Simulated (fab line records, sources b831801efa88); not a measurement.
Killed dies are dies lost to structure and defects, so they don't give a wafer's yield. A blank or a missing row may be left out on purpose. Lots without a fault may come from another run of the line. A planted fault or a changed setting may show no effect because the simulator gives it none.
A struck lot beside a sound one | flow sky130 | 27 steps out of a route of 708
Sound: wafers L609.2, L609.3, L609.4. Struck: wafer L618.6. (L618.1, L618.3 of the same lot were not struck and are left out.) The cause comes at the end.
At each step with rows: each side's tool, then ch and its chambers, then its first start. Under that, the readings that differ: sound wafers | struck wafers | difference of the means | sigmas: that difference in standard deviations of wafers without a fault.
alike: readings whose means differ by less than 2 such deviations, and words and numbers that are the same on both sides. not compared: withheld readings, readings that some wafer has no value for, bounds like >300 that may hide the same value, and numbers for which the record gives no deviation and whose values overlap.
The two part at a step that has a row with sigmas, a row that says differs or no value, or rows on one side only. Numbers that don't overlap but have no deviation are shown without sigmas and don't part them. A reading that every wafer of one side lacks parts them only if that side has two wafers or more.

first, 2 steps without rows for these wafers: SKY_LDD_LDN_PEB_05; SKY_LDD_LDN_DEVELOP_06 (develop time 60 s).
SKY_LDD_LDN_OVL_MEAS_07:
  sound on overlay-02, day 24 22:29; struck on overlay-02, day 28 10:25
  alike: LDD_LDN_OVL
then, 4 steps without rows for these wafers: SKY_LDD_LDN_IMPLANT_08; SKY_LDD_LDN_IMPLANT_09; SKY_LDD_LDN_IMPLANT_10; SKY_LDD_LDN_IMPLANT_11.
SKY_LDD_LDN_STRIP_12: strips in O2/N2.
  sound on plasma_asher-01 ch 0,1, day 24 23:07; struck on plasma_asher-01 ch 1, day 28 11:03
  reading                      | sound             | struck | difference | sigmas
  strip_time_to_endpoint_s (s) | 14.12 14.07 14.12 | 14.19  | +0.09      | +2
  alike: drypump_motor_current_A, oes_product_au
  not compared: rf_hours_counter_h
SKY_LDD_LDN_TW_MEAS_13:
  sound on film_metro-01, day 24 23:14; struck on film_metro-02, day 28 11:09
  alike: LDD_LDN_TW
then, 2 steps without rows for these wafers: SKY_LDD_LDN_CLEAN_14 (cleans in SC1/SC2, time 150 s); SKY_SPACER_CVD_00 (deposits Si3N4 from DCS/NH3, target thk 43.1 nm, time 740 s).
SKY_SPACER_THK_MEAS_01:
  sound on film_metro-01, day 25 00:33; struck on film_metro-04, day 28 13:08
  alike: SPACER_CVD_00_THK
SKY_SPACER_ETCHBACK_02: etches Si3N4 in CH3F/O2, stops on SiO2, time 46.7 s, target depth 45 nm.
  sound on rie_diel-03 ch 0,2, day 25 00:36; struck on rie_diel-01 ch 1, day 28 13:12
  reading                                    | sound                | struck | difference | sigmas
  oes_product_au (a.u.)                      | 0.848 0.851 0.845    | 0.756  | -0.092     | -14
  run_length_s (s)                           | 74.9 75.7 75.1       | 86.9   | +11.7      | +34
  throttle_valve_pct (%)                     | 10.566 10.542 10.563 | 10.539 | -0.018     | -2
  model.SiO2_of_SONOS_ONO_CVD_04.thk_nm (nm) | 4.265 4.191 4.221    | 2.913  | -1.313     |
  alike: drypump_motor_current_A
  not compared: rf_hours_counter_h
then, 8 steps without rows for these wafers: SKY_POLY_CUT_DEHYDRATE_00 (time 60 s); SKY_POLY_CUT_HMDS_01 (prime time 60 s); SKY_POLY_CUT_COAT_02 (resist thk 60 nm); SKY_POLY_CUT_COAT_03 (resist thk 450 nm); SKY_POLY_CUT_SOFTBAKE_04 (time 90 s); SKY_POLY_CUT_EXPOSE_05 (exposes mask NPCM, target cd 270 nm); SKY_POLY_CUT_PEB_06; SKY_POLY_CUT_DEVELOP_07 (develop time 60 s).
SKY_POLY_CUT_CD_MEAS_08: target cd 270 nm.
  sound on cd_sem-01, day 26 05:47; struck on cd_sem-01, day 29 17:37
  alike: cd_nm
SKY_POLY_CUT_OVL_MEAS_09:
  sound on overlay-02, day 26 05:54; struck on overlay-01, day 29 17:44
  alike: POLY_CUT_OVL
SKY_POLY_CUT_ETCH_10: etches BARC in N2/H2, stops on SiO2, time 45.9 s, target depth 60 nm.
  sound on rie_diel-04 ch 0,1,2, day 26 05:56; struck on rie_diel-02 ch 0, day 29 17:47
  alike: drypump_motor_current_A, oes_product_au, throttle_valve_pct
  not compared: rf_hours_counter_h
SKY_POLY_CUT_ETCH_11: etches Si3N4 in CF4/CH2F2/Ar, stops on poly-Si, time 42.5 s, target depth 60 nm.
  sound on rie_diel-04 ch 0,1,2, day 26 05:58; struck on rie_diel-02 ch 0, day 29 17:49
  reading                              | sound             | struck | difference | sigmas
  oes_product_au (a.u.)                | 0.820 0.826 0.833 | 0.804  | -0.022     | -3
  model.etch.depth_nm (nm)             | 61.33 62.51 62.05 | 58.23  | -3.73      |
  model.POLY_CUT.feature_depth_nm (nm) | 61.33 62.51 62.05 | 58.23  | -3.73      |
  alike: drypump_motor_current_A, throttle_valve_pct
  not compared: rf_hours_counter_h
SKY_POLY_CUT_STRIP_12: strips in O2/N2.
  sound on plasma_asher-01 ch 0,1, day 26 06:01; struck on plasma_asher-03 ch 1, day 29 17:52
  alike: drypump_motor_current_A, oes_product_au, strip_time_to_endpoint_s
  not compared: rf_hours_counter_h
-- the record jumps here: 20 days lie between the struck wafers' starts before and after (it left off in module POLY_CUT and takes up again in module PAD_OPEN, whose first step shown is number 708 of the route) --
SKY_PAD_OPEN_PROBE_99:
  sound on prober-02, day 47 06:05; struck on prober-01, day 49 12:13
  reading                                 | sound             | struck | difference | sigmas
  killed_at_M0_to_M3                      | 44 38 43          | 55     | +13        | +2
  model.etest.pfet_01v8.r_on_ohm_um       | 2841 2809 2769    | 2747   | -59        |
  model.etest.res_pdiff.line_ohm_um       | 1359 1348 1329    | 1307   | -38        |
  model.etest.res_ndiff.line_ohm_um       | 758.8 753.2 753.7 | 728.9  | -26.3      |
  model.etest.sonos_uncharged.r_on_ohm_um | 811.6 808.9 801.8 | 790.2  | -17.2      |
  model.etest.pfet_01v8.drive_ua_um       | 200.8 200.2 205   | 208.2  | +6.2       |
  model.etest.sram_pfet_latch.drive_ua_um | 154.9 149.5 155.7 | 156.5  | +3.1       |
  model.etest.res_pdiff.rs_ohm_sq         | 195 193.9 195.9   | 189.1  | -5.8       |
  model.etest.pfet_01v8_hvt.drive_ua_um   | 148.1 149.4 153.9 | 154.5  | +4.0       |
  alike: killed_at_M4_up, killed_at_contacts, killed_at_front_end, killed_at_other, killed_dies, killed_open, killed_short

WHERE THEY PART
First at SKY_LDD_LDN_STRIP_12; last, within this record, at SKY_PAD_OPEN_PROBE_99.

WHY: what the simulator had put in
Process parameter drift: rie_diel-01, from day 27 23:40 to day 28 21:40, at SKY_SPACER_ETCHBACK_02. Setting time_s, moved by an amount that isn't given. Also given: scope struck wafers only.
